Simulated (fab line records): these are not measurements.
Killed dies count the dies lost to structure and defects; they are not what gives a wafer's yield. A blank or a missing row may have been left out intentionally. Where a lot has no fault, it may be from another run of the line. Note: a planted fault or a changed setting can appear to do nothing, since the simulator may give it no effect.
Which tool is to blame? | flow sky130 | 7 lots with 21 wafers sampled at 2 steps, on a route of 708 steps

## WHAT THE GAUGES SHOWED, per wafer
SKY_SONOS_ONO_THK_MEAS_03.
lot  | measured     | on            | SONOS_ONO_CVD_02_THK (nm)
L834 | day 11 15:14 | film metro-01 | 10.58 10.61 10.68
L838 | day 12 12:36 | film metro-03 | 10.81 10.68 10.74
L841 | day 13 23:12 | film metro-01 | 10.69 10.71 10.60
L851 | day 17 06:13 | film metro-01 | 10.50 10.59 10.43
L853 | day 18 02:49 | film metro-03 | 10.59 10.47 10.59
L855 | day 18 09:08 | film metro-01 | 10.35 10.34 10.33
L857 | day 19 23:01 | film metro-02 | 10.59 10.65 10.73

## TOOL THAT RAN EACH LOT (tool first, then ch and the chambers of the sampled wafers, then the start)
lot  | SKY_VT_ADJUST_LVTN_EXPOSE_15
L834 | iline stepper-02 ch 0, day 7 10:38
L838 | iline stepper-02 ch 0, day 8 04:10
L841 | iline stepper-01 ch 0, day 9 08:03
L851 | iline stepper-02, day 12 02:52
L853 | iline stepper-02 ch 0, day 12 19:46
L855 | iline stepper-01 ch 0, day 13 01:22
L857 | iline stepper-01 ch 0, day 14 08:01
- SKY_VT_ADJUST_LVTN_EXPOSE_15: exposes mask HVN STD DERIVED, target cd 600 nm.

## THE ANSWER, worked out from the rows above alone
Rule: what is usual is taken from the lots themselves. The widest of any qualifying gaps counts: lots, ordered by their means at a reading, are off when they make up no more than a third of the lots, leave a main group of 4 or more, and stand apart from it by 3 or more times the standard deviation of that group's means. A main group is skipped when, at the precision printed for the reading in the tables above, its means are all equal. Also off: a lot with no number at a reading for which 4 or more lots have one. Where the step has rows for the other lots, those lots are counted as sound.
Across all readings shown, no lot is off: no conclusion can be drawn from this.

## WHAT HAD BEEN PUT IN BY THE SIMULATOR
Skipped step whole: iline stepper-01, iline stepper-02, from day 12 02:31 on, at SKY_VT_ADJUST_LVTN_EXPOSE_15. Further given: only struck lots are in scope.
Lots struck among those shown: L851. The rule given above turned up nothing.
